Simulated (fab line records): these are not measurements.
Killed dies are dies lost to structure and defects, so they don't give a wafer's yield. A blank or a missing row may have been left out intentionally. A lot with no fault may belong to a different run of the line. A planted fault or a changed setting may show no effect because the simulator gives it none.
Split-lot experiment    flow gf180mcu    23 wafers read across 5 lots, on a route 602 steps long

ON THE SPLIT
At GF_M2_SPUTTER_02 (material AlCu, target thk 450 nm, time 23.9 s), the setting power w was moved away from the recipe's 10600 W on 7 of the 23 wafers read, by -4.7% to +11.7%. All remaining wafers had this setting at the recipe value.

FROM THE SPLIT TO THE READING: what the file shows between them, 3 steps
- GF_M2_SPUTTER_03: material Ti, target thk 10 nm, time 6.7 s
- GF_M2_SPUTTER_04: material TiN, target thk 50 nm, time 41.7 s
- GF_M2_RS_MEAS_05: measures by four-point-probe

THE READING
M2_ALCU_THK, in nm, at GF_M2_THK_MEAS_06 (measures by xrf). Fault-free wafers of this fab line usually give 452 nm, standard deviation 7.1 nm.

wafer   tool, chamber at the split  power w as run, W  against the recipe  M2_ALCU_THK, nm  against lot-mates on the recipe
L075.1  pvd sputter-04, -           10600              recipe              443              -
L075.2  pvd sputter-04, -           11840              +11.7%              503              +58
L075.3  pvd sputter-04, -           11840              +11.7%              500              +56
L075.5  pvd sputter-04, -           10600              recipe              446              -
L075.6  pvd sputter-04, -           11840              +11.7%              495              +50
L077.2  pvd sputter-04, -           10600              recipe              449              -
L077.3  pvd sputter-04, -           10100              -4.7%               437              -12
L077.4  pvd sputter-04, -           10100              -4.7%               426              -23
L077.5  pvd sputter-04, -           10600              recipe              453              -
L077.6  pvd sputter-04, -           10600              recipe              446              -
L080.1  pvd sputter-03, -           10600              recipe              454              -
L080.3  pvd sputter-03, -           10600              recipe              456              -
L080.6  pvd sputter-03, -           10600              recipe              456              -
L082.1  pvd sputter-03, -           10600              recipe              450              -
L082.2  pvd sputter-03, -           10600              recipe              452              -
L082.3  pvd sputter-03, -           10600              recipe              451              -
L082.5  pvd sputter-03, -           10600              recipe              445              -
L082.6  pvd sputter-03, -           10600              recipe              448              -
L085.1  pvd sputter-03, -           11810              +11.4%              512              +50
L085.2  pvd sputter-03, -           10600              recipe              463              -
L085.3  pvd sputter-03, -           11810              +11.4%              519              +57
L085.5  pvd sputter-03, -           10600              recipe              464              -
L085.6  pvd sputter-03, -           10600              recipe              458              -

THE FIT
A straight line over all 23 wafers: M2_ALCU_THK changes by +4.6 nm for each +1% of power w; r = +0.96; the points scatter about the line by 7.1 nm.
The same after taking each lot's own level away (the mean of its wafers on the recipe; 23 wafers): +4.6 nm for each +1%; r = +0.99; scatter 3.3 nm.
According to that fit, moving power w by its largest amount changes the reading by 54 nm.
Measured against the standard deviation above, the lots' own levels, which go from 444.5 to 461.7 nm, span 2.4 times it.
The two slopes agree, so the slope changes little with the lot-to-lot level.
Check: +53.4 nm against its lot-mates is what the line predicts for one of the wafers moved furthest among these (+11.7%) when that wafer is left out of the fit. It came out at +58.5 nm against them.

THESE WAFERS: OTHER SPLITS
Before the reading, these wafers also passed through other splits. Each is held against what the fit with the lots' levels taken away leaves over:
other split on the same wafers        wafers away from the commonest value  r with M2_ALCU_THK (lot level and that fit taken away)
GF_SAB_CVD_00 time s                  7                                     +0.08
GF_SAB_ETCH_11 source w               11                                    +0.13
GF_CONTACT_CMP_04 leave above ref nm  10                                    +0.22
GF_M1_SPUTTER_04 power w              11                                    +0.01

THE WHOLE CHAIN: every reading that the file lists as answering this split, in the file's order
step               what it does                                   reading                                                                        change (the file's fit)                r (the file's)
GF_M2_SPUTTER_02   material AlCu, target thk 450 nm, time 23.9 s  AlCu_of_M2_SPUTTER_02.thk nm (the simulator's own value, which no gauge read)  +4.59 nm for each +1% of the setting   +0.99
GF_M2_RS_MEAS_05   measures by four-point-probe                   M2_ALCU_RS                                                                     -0.000644 for each +1% of the setting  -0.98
GF_M2_THK_MEAS_06  measures by xrf                                M2_ALCU_THK                                                                    +4.63 for each +1% of the setting      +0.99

THE FILE'S OWN FIT
M2_ALCU_THK changes by +4.63 nm for each +1% of power w, r = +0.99.
